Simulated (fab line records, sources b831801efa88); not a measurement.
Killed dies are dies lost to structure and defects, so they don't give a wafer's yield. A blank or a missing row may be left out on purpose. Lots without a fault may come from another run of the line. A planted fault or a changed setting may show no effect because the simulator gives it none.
Which tool did it? | flow gf180mcu | 13 lots, 39 wafers sampled, at 2 steps of a route of 602

WHAT THE GAUGES READ, wafer by wafer
GF_V5_CD_MEAS_14: target cd 260 nm. Usual: cd_nm 260.1 nm, standard deviation 1.4.
lot  | measured     | on        | cd_nm (nm)        | flag
L279 | day 27 04:57 | cd_sem-01 | 258.8 258.4 258.7 |
L280 | day 27 15:58 | cd_sem-01 | 259.2 260.8 259.0 |
L281 | day 27 21:36 | cd_sem-02 | 260.5 260.4 260.7 |
L282 | day 28 05:59 | cd_sem-01 | 257.8 258.3 259.0 |
L283 | day 28 08:29 | cd_sem-02 | 257.5 257.0 257.1 |
L285 | day 29 02:48 | cd_sem-01 | 258.9 260.3 259.3 |
L286 | day 29 06:22 | cd_sem-01 | 261.2 260.2 260.2 |
L284 | day 29 09:15 | cd_sem-01 | 261.9 261.8 260.9 |
L293 | day 31 12:38 | cd_sem-02 | 268.0 267.3 267.6 | OFF
L295 | day 31 22:08 | cd_sem-02 | 267.4 266.8 266.9 | OFF
L301 | day 33 07:41 | cd_sem-02 | 261.4 260.8 262.5 |
L302 | day 33 17:18 | cd_sem-01 | 262.2 261.3 261.4 |
L296 | day 34 06:20 | cd_sem-01 | 258.3 259.3 258.5 |

WHICH TOOL RAN EACH LOT (tool, then ch and the chambers of the sampled wafers, then the start)
lot  | GF_V5_PEB_12
L279 | litho_track-03 ch 0, day 27 04:36
L280 | litho_track-04 ch 0, day 27 15:39
L281 | litho_track-03 ch 0, day 27 21:15
L282 | litho_track-02 ch 0, day 28 05:38
L283 | litho_track-02 ch 0, day 28 08:08
L285 | litho_track-03 ch 0, day 29 02:27
L286 | litho_track-02 ch 0, day 29 06:01
L284 | litho_track-03 ch 0, day 29 08:54
L293 | litho_track-04 ch 0, day 31 12:17
L295 | litho_track-04 ch 0, day 31 21:47
L301 | litho_track-02 ch 0, day 33 07:20
L302 | litho_track-03 ch 0, day 33 16:57
L296 | litho_track-02 ch 0, day 34 05:59
- GF_V5_PEB_12: peb time 86.29 s.

WHAT THE TOOLS THEMSELVES READ (means of the sampled wafers that have a number; where no wafer has one, the mark that the record gives instead)
GF_V5_PEB_12. Usual: heater_power_total_W 86.85 W, standard deviation 0.053; plate_temp_C 134.97 C, standard deviation 0.13.
lot  | tool           | heater_power_total_W (W) | plate_temp_C (C) | flag
L279 | litho_track-03 | 86.84                    | 134.98           |
L280 | litho_track-04 | 86.91                    | 134.97           |
L281 | litho_track-03 | 86.82                    | 135.07           |
L282 | litho_track-02 | 86.82                    | 135.21           |
L283 | litho_track-02 | 86.87                    | 134.93           |
L285 | litho_track-03 | 86.84                    | 134.93           |
L286 | litho_track-02 | 86.87                    | 134.92           |
L284 | litho_track-03 | 86.81                    | 134.95           |
L293 | litho_track-04 | 88.73                    | 137.28           | OFF
L295 | litho_track-04 | 88.72                    | 137.41           | OFF
L301 | litho_track-02 | 86.83                    | 134.92           |
L302 | litho_track-03 | 86.87                    | 134.93           |
L296 | litho_track-02 | 86.90                    | 134.97           |

THE ANSWER, worked out from the rows above alone
Rule: a lot is off if the mean of its wafers that have a number lies more than 3 standard deviations from the usual mean. A lot without any number at a reading at which 4 lots or more have one is off too. The other lots that the step has rows for count as sound. The gauges are gone through in route order, then the tools' own readings, and for those a lot's mean is taken as printed above. The first step at which some lot is off is used, and at that step the reading that is off furthest; a lot without a number counts as furthest.
Off: L293, L295, at GF_V5_CD_MEAS_14 (cd_nm).
A tool fits if, at a process step before that reading, it ran every lot that is off, and no sound lot after the first of them. The gauges at GF_V5_CD_MEAS_14 aren't tried: what is off there is off at GF_V5_PEB_12 too, on other tools, and a gauge's error can't cause that. One fits: litho_track-04 at GF_V5_PEB_12. Its last sound lot is L280 (day 27 15:39), its first lot that is off L293 (day 31 12:17): a fault that began between those two fits.
The tool's own readings at GF_V5_PEB_12 bear it out: on the lots that are off they differ by more than 5 times the standard deviation of the sound lots' means. heater_power_total_W reads 88.72 W there against 86.85 W on the sound lots; plate_temp_C reads 137.34 C there against 134.98 C on the sound lots.

WHAT THE SIMULATOR HAD PUT IN
Process parameter drift: litho_track-04, from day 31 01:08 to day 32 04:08, at GF_V5_PEB_12. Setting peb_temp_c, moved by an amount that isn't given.
Lots struck among those shown: L293, L295. The rule above found the same.
